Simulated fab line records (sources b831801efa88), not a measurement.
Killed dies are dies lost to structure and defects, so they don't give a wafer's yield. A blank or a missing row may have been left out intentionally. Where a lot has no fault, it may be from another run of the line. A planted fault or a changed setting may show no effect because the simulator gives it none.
Which tool did it? | flow sky130 | 14 lots, 42 wafers sampled, at 4 steps of a route of 708

## WHAT THE GAUGES READ, wafer by wafer
SKY_VT_ADJUST_PCH_TW_MEAS_10.
lot  | measured     | on            | VT_ADJUST_PCH_TW
L675 | day 10 17:01 | film metro-02 | 141.5 141.3 140.8
L676 | day 11 00:32 | film metro-02 | 141.7 141.7 142.0
L677 | day 11 19:13 | film metro-02 | 141.1 141.3 141.1
L678 | day 12 06:26 | film metro-03 | 144.2 144.2 143.1
L679 | day 12 11:20 | film metro-04 | 143.3 142.5 142.9
L680 | day 12 14:02 | film metro-02 | 142.7 142.0 142.4
L681 | day 12 22:35 | film metro-04 | 143.6 143.2 142.6
L683 | day 13 17:17 | film metro-02 | 142.5 141.7 141.2
L685 | day 13 22:00 | film metro-04 | 30.2 30.2 30.2
L686 | day 14 11:46 | film metro-03 | 30.2 30.2 30.1
L688 | day 15 03:20 | film metro-04 | 144.0 144.5 143.4
L695 | day 17 10:25 | film metro-02 | 140.1 139.5 140.6
L696 | day 17 14:48 | film metro-02 | 138.3 139.8 139.4
L697 | day 17 19:28 | film metro-03 | 144.1 143.8 144.0

SKY_SONOS_TUNNEL_OVL_MEAS_08.
lot  | measured     | on         | SONOS_TUNNEL_OVL (nm)
L675 | day 11 16:43 | overlay-01 | -1.0 -2.3 -3.3
L676 | day 12 00:16 | overlay-02 | -1.2 -0.8 -1.7
L677 | day 12 19:28 | overlay-01 | -1.4 -0.2 -0.3
L678 | day 13 07:20 | overlay-02 | -1.4 -1.4 -3.4
L679 | day 13 12:04 | overlay-02 | 0.6 -0.6 -0.2
L680 | day 13 15:10 | overlay-02 | -1.4 -0.4 -0.1
L681 | day 14 00:10 | overlay-01 | -1.0 -0.6 -0.6
L683 | day 14 18:35 | overlay-01 | -0.1 0.7 -2.0
L688 | day 16 06:55 | overlay-01 | -1.0 -2.5 -2.2
L695 | day 18 15:37 | overlay-02 | -1.3 -2.0 -1.9
L696 | day 18 20:20 | overlay-02 | -0.4 -1.7 -0.6
L697 | day 19 01:05 | overlay-01 | -1.2 -0.7 -3.2

SKY_SONOS_ONO_THK_MEAS_05.
lot  | measured     | on            | SONOS_ONO_CVD_04_THK (nm)
L675 | day 11 22:20 | film metro-03 | 5.67 5.73 5.83
L676 | day 12 06:07 | film metro-03 | 5.71 5.68 5.76
L677 | day 12 23:46 | film metro-03 | 5.71 5.76 5.80
L678 | day 13 16:56 | film metro-03 | 5.75 5.72 5.78
L679 | day 13 18:31 | film metro-03 | 5.81 5.82 5.76
L680 | day 13 22:55 | film metro-01 | 5.99 5.94 5.99
L681 | day 14 10:07 | film metro-03 | 6.02 5.88 5.75
L683 | day 15 02:02 | film metro-01 | 5.65 5.60 5.58
L688 | day 16 13:28 | film metro-03 | 5.71 5.82 5.89
L695 | day 18 22:59 | film metro-01 | 5.91 6.02 5.92
L696 | day 19 03:16 | film metro-03 | 5.58 5.73 5.64
L697 | day 19 13:24 | film metro-03 | 5.79 5.75 5.65

## TOOL THAT RAN EACH LOT (tool first, then ch and the chambers of the sampled wafers, then the start)
lot  | SKY_VT_ADJUST_PCH_IMPLANT_08
L675 | implanter-04 ch 0, day 10 16:47
L676 | implanter-02 ch 0, day 11 00:17
L677 | implanter-02 ch 0, day 11 18:58
L678 | implanter-04 ch 0, day 12 06:11
L679 | implanter-04 ch 0, day 12 11:05
L680 | implanter-04 ch 0, day 12 13:47
L681 | implanter-04 ch 0, day 12 22:21
L683 | implanter-02 ch 0, day 13 17:02
L685 | implanter-04, day 13 21:48
L686 | implanter-02, day 14 11:32
L688 | implanter-04 ch 0, day 15 03:05
L695 | implanter-01 ch 0, day 17 10:10
L696 | implanter-02 ch 0, day 17 14:35
L697 | implanter-01 ch 0, day 17 19:15
- SKY_VT_ADJUST_PCH_IMPLANT_08

## WHAT THE TOOLS THEMSELVES READ (means of the sampled wafers that have a number; where no wafer has one, the mark that the record gives instead)
SKY_VT_ADJUST_PCH_IMPLANT_08.
lot  | tool         | beam energy keV | beam on s (s)
L675 | implanter-04 | 9.862           | 10.03
L676 | implanter-02 | 9.860           | 9.98
L677 | implanter-02 | 9.860           | 10.03
L678 | implanter-04 | 9.868           | 10.09
L679 | implanter-04 | 9.865           | 10.08
L680 | implanter-04 | 9.862           | 9.77
L681 | implanter-04 | 9.862           | 9.76
L683 | implanter-02 | 9.866           | 10.00
L685 | implanter-04 | -               | -
L686 | implanter-02 | -               | -
L688 | implanter-04 | 9.864           | 9.96
L695 | implanter-01 | 9.865           | 10.14
L696 | implanter-02 | 9.862           | 10.16
L697 | implanter-01 | 9.862           | 10.17

## THE ANSWER, worked out from the rows above alone
Rule: what is usual is taken from the lots themselves. Put in order of their means at a reading, lots are off if they are a third of the lots or fewer, leave a main group of 4 or more, and stand apart from it by a gap of 3 or more times the standard deviation of the main group's means; of several such gaps the widest counts. The tables above print the reading to a certain number of digits; a main group whose means all agree to those digits is not used. A lot without any number at a reading at which 4 lots or more have one is off too. All remaining lots with rows at the step are treated as sound. After the gauges, taken in route order, come the tools' own readings; for these a lot's mean is taken, as printed above. At the first step where some lot is off, the reading lying furthest off is the one used; lots without a number count as furthest.
Off: at SKY_VT_ADJUST_PCH_TW_MEAS_10 (VT_ADJUST_PCH_TW), L685, L686. For the main group the mean is 142.1 and the standard deviation 1.5.
A tool fits if, at a process step before that reading, it ran every lot that is off, and no sound lot after the first of them. The gauges at SKY_VT_ADJUST_PCH_TW_MEAS_10 aren't tried: what is off there is off at SKY_VT_ADJUST_PCH_IMPLANT_08 too, on other tools, and a gauge's error can't cause that. Of those tried, none fits.

## WHAT THE SIMULATOR HAD PUT IN
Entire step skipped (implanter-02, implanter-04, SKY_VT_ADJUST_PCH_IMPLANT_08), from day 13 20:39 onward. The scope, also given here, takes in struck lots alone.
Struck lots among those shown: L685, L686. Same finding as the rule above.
